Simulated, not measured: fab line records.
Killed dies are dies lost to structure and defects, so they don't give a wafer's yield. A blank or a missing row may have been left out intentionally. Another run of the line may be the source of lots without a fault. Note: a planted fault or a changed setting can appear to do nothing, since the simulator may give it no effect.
Which tool did it?    flow gf180mcu    13 lots, 39 wafers sampled, at 4 steps of a route of 602

== WHAT EACH GAUGE READ, for each wafer ==
GF_V3_BOW_MEAS_05. Usual: V3_BOW typically reads 115 um, with standard deviation 8.3.
lot   measured      on             V3_BOW (um)  flag
L300  day 22 01:01  film metro-02  123 117 119  
L302  day 22 19:10  film metro-04  115 115 123  
L304  day 23 09:58  film metro-01  127 124 122  
L305  day 24 04:59  film metro-01  103 105 110  
L306  day 24 09:53  film metro-01  127 135 124  
L312  day 26 08:11  film metro-01  111 120 118  
L315  day 26 20:17  film metro-02  103 103 117  
L316  day 27 04:29  film metro-01  104 120 108  
L318  day 28 00:40  film metro-02  113 114 109  
L319  day 28 05:26  film metro-02  103 114 115  
L320  day 28 10:58  film metro-02  115 117 107  
L321  day 29 05:20  film metro-04  108 106 116  
L322  day 29 06:01  film metro-04  112 118 101  

== EACH LOT AND THE TOOL THAT RAN IT (in order: tool; ch and the chambers of the sampled wafers; start) ==
lot   GF_V2_STRIP_18                        GF_V2_CMP_26                   GF_M3_DEVELOP_13
L300  plasma asher-02 ch 0,1, day 20 22:01  cmp-02 ch 0,1,2, day 20 23:20  litho track-02 ch 0, day 21 23:28
L302  plasma asher-04 ch 0,1, day 21 16:29  cmp-02 ch 2,3, day 21 17:56    litho track-03 ch 0, day 22 17:38
L304  plasma asher-03 ch 0,1, day 22 07:27  cmp-01 ch 0,1,3, day 22 08:32  litho track-02 ch 0, day 23 08:25
L305  plasma asher-03 ch 0,1, day 23 03:40  cmp-02 ch 0,2, day 23 04:35    litho track-02 ch 0, day 24 03:22
L306  plasma asher-02 ch 0,1, day 23 09:22  cmp-01 ch 0,1,3, day 23 10:24  litho track-02 ch 0, day 24 08:22
L312  plasma asher-03 ch 0,1, day 25 07:10  cmp-01 ch 0,2,3, day 25 08:14  litho track-02 ch 0, day 26 06:07
L315  plasma asher-02 ch 0,1, day 25 20:16  cmp-02 ch 1,2, day 25 21:16    litho track-02 ch 0, day 26 18:46
L316  plasma asher-03 ch 0,1, day 26 04:07  cmp-01 ch 1,2,3, day 26 05:37  litho track-02 ch 0, day 27 02:49
L318  plasma asher-04 ch 0,1, day 27 01:20  cmp-01 ch 2,3, day 27 02:20    litho track-03 ch 0, day 27 23:08
L319  plasma asher-04 ch 0,1, day 27 06:27  cmp-01 ch 1,2,3, day 27 07:22  litho track-03 ch 0, day 28 03:56
L320  plasma asher-04 ch 0,1, day 27 12:25  cmp-01 ch 0,3, day 27 13:27    litho track-04 ch 0, day 28 09:16
L321  plasma asher-04 ch 0,1, day 28 07:07  cmp-01 ch 0,1, day 28 08:02    litho track-04 ch 0, day 29 03:49
L322  plasma asher-02 ch 0,1, day 28 07:48  cmp-02 ch 0,1,2, day 28 08:44  litho track-03 ch 0, day 29 04:26
- GF_V2_STRIP_18: strips in O2/N2.
- GF_V2_CMP_26: polishes, stops on SiO2, t overpolish 15 s, target thk 0 nm.
- GF_M3_DEVELOP_13: develop time 60 s.

== AS READ BY THE TOOLS THEMSELVES (means over the sampled wafers that have a number; for cases with no such wafer, the mark the record gives instead) ==
GF_V2_STRIP_18. Usual: drypump motor current A 5.6 A, standard deviation 0.62; heater power w 325 W, standard deviation 38; oes product au 0.592 a.u., standard deviation 0.0046.
lot   tool             drypump motor current A (A)  heater power w (W)  oes product au (a.u.)  flag
L300  plasma asher-02  5.3                          293                 0.590                  
L302  plasma asher-04  5.9                          312                 0.592                  
L304  plasma asher-03  5.5                          333                 0.591                  
L305  plasma asher-03  5.5                          330                 0.594                  
L306  plasma asher-02  5.2                          297                 0.591                  
L312  plasma asher-03  5.5                          331                 0.592                  
L315  plasma asher-02  5.8                          327                 0.592                  
L316  plasma asher-03  5.5                          334                 0.591                  
L318  plasma asher-04  6.0                          343                 0.594                  
L319  plasma asher-04  5.9                          321                 0.591                  
L320  plasma asher-04  6.0                          349                 0.589                  
L321  plasma asher-04  5.9                          319                 0.589                  
L322  plasma asher-02  5.3                          293                 0.596                  

GF_V2_CMP_26. Usual: motor current A 11.0 A, standard deviation 0.87; overpolish run s 14.999 s, standard deviation 0.0094; slurry flow ml min 150.0, standard deviation 0.46; time to endpoint s 85 s, standard deviation 3.1.
lot   tool    motor current A (A)  overpolish run s (s)  slurry flow ml min  time to endpoint s (s)  flag
L300  cmp-02  9.9                  14.999                149.7               86                      
L302  cmp-02  11.2                 14.998                149.4               84                      
L304  cmp-01  11.8                 14.993                150.1               84                      
L305  cmp-02  10.2                 15.002                149.8               87                      
L306  cmp-01  11.8                 15.001                149.8               87                      
L312  cmp-01  11.4                 15.000                150.0               81                      
L315  cmp-02  10.2                 14.997                149.7               84                      
L316  cmp-01  10.8                 14.996                150.6               83                      
L318  cmp-01  11.2                 14.984                149.8               82                      
L319  cmp-01  11.4                 15.000                150.5               85                      
L320  cmp-01  12.4                 15.009                149.6               87                      
L321  cmp-01  12.1                 15.002                150.6               86                      
L322  cmp-02  10.0                 15.006                150.4               85                      

GF_M3_DEVELOP_13. Usual: chill plate temp C 22.97 C, standard deviation 0.1; developer temp C 20.99 C, standard deviation 0.11.
lot   tool            chill plate temp C (C)  developer temp C (C)  flag
L300  litho track-02  22.92                   20.98                 
L302  litho track-03  23.02                   20.93                 
L304  litho track-02  22.97                   20.90                 
L305  litho track-02  22.94                   21.05                 
L306  litho track-02  23.02                   20.85                 
L312  litho track-02  23.11                   20.98                 
L315  litho track-02  22.97                   20.18                 OFF
L316  litho track-02  22.86                   20.26                 OFF
L318  litho track-03  22.80                   20.93                 
L319  litho track-03  22.84                   20.92                 
L320  litho track-04  23.00                   21.12                 
L321  litho track-04  23.11                   20.95                 
L322  litho track-03  22.92                   21.04                 

== THE ANSWER, worked out from the rows above alone ==
Rule: a lot is off if the mean of its wafers that have a number lies more than 3 standard deviations from the usual mean. Also off: a lot with no number at a reading for which 4 or more lots have one. Where the step has rows for the other lots, those lots are counted as sound. The gauges are gone through in route order, then the tools' own readings, and for those a lot's mean is taken as printed above. At the first step where some lot is off, the reading lying furthest off is the one used; lots without a number count as furthest.
Off, at GF_M3_DEVELOP_13 on developer temp C: L315, L316.
If a tool, at that step or one of the process steps before it, ran each lot that is off and ran no sound lot following the first of them, it fits. One candidate fits, namely litho track-02 at GF_M3_DEVELOP_13. A fault onset in the window from L312 (day 26 06:07, its last sound lot) to L315 (day 26 18:46, its first lot off) fits.
The tool's own readings at GF_M3_DEVELOP_13 bear it out: on the lots that are off they differ by more than 5 times the standard deviation of the sound lots' means. developer temp C reads 20.22 C there against 20.97 C on the sound lots.

== WHAT WAS PUT IN BY THE SIMULATOR ==
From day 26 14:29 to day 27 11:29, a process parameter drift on litho track-02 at GF_M3_DEVELOP_13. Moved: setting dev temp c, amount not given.
Shown lots that were struck: L315, L316. This agrees with what the rule above found.
